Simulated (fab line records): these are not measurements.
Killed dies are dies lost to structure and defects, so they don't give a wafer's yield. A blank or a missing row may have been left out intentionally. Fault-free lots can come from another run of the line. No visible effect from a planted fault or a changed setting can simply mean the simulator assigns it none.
One fault through the eyes of 2 desks    flow sky130    what lay behind the numbers comes last; until then each desk has only its own

METROLOGY DESK
Lot by lot, what the gauges showed, no matter which tool ran the lot: averages of those sampled wafers that carry a number. A lot is out of limits, marked OUT, if its mean lies more than 4 standard deviations from the usual mean; the brackets give that distance.
Columns: A = CONTACT_W_RS at SKY_CONTACT_RS_MEAS_25, usual 0.337 ohm/sq; B = CONTACT_W_THK at SKY_CONTACT_THK_MEAS_26, usual 343 nm
lot   first seen here  A                B
L610  day 32 11:35     0.336            347
L611  day 32 17:46     0.337            350
L612  day 33 00:13     0.337            350
L613  day 34 03:11     0.338            345
L614  day 34 06:19     0.339            340
L617  day 34 15:58     0.337            344
L616  day 34 20:59     0.335            346
L619  day 34 23:20     0.335            340
L618  day 35 00:45     0.338            343
L623  day 36 11:34     0.395 (+18) OUT  305 (-5.7) OUT
L625  day 36 22:49     0.394 (+18) OUT  306 (-5.6) OUT
L627  day 37 22:04     0.344            333
L628  day 38 01:40     0.339            332
L631  day 38 21:22     0.339            349
This desk's finding: out of limits on L623, L625; first on L623, day 36 11:34 (CONTACT_W_RS at SKY_CONTACT_RS_MEAS_25). L610, L611, L612, L613, L614, L617, L616, L619, L618, L627, L628, L631 stayed within limits.

DESK OF THE TOOL OWNER: cvdW-02
The tool's own readings at SKY_CONTACT_CVD_24 (deposits W, target thk 340 nm, time 102.12 s): means of the sampled wafers that have a number, for each lot that ran on this tool. A lot is out of limits, marked OUT, if its mean lies more than 4 standard deviations from the usual mean; the brackets give that distance.
Columns: A = heaterPowerW at SKY_CONTACT_CVD_24, usual 788 W
lot   first seen here  A
L610  day 32 11:29     767
L612  day 33 00:05     810
L616  day 34 20:51     810
L623  day 36 11:27     769
L625  day 36 22:42     766
Finding of this desk: none of the 5 lots has anything out of limits.

BROUGHT TOGETHER
Metrology desk: alarm possible at day 36 11:34 on L623, L625.
Nothing out of limits was seen by the tool owner's desk.
The tool owner's desk has L623, L625 on record, within its limits.
Of the lots named, all ran SKY_CONTACT_CVD_24 on cvdW-02.

WHAT WAS PUT IN BY THE SIMULATOR
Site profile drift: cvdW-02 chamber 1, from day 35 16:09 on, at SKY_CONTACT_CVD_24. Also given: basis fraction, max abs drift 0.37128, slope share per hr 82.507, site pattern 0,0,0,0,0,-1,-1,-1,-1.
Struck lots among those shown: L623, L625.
Time in hours between the start of the fault and the first out-of-limits reading at each desk: metrology desk, 19.
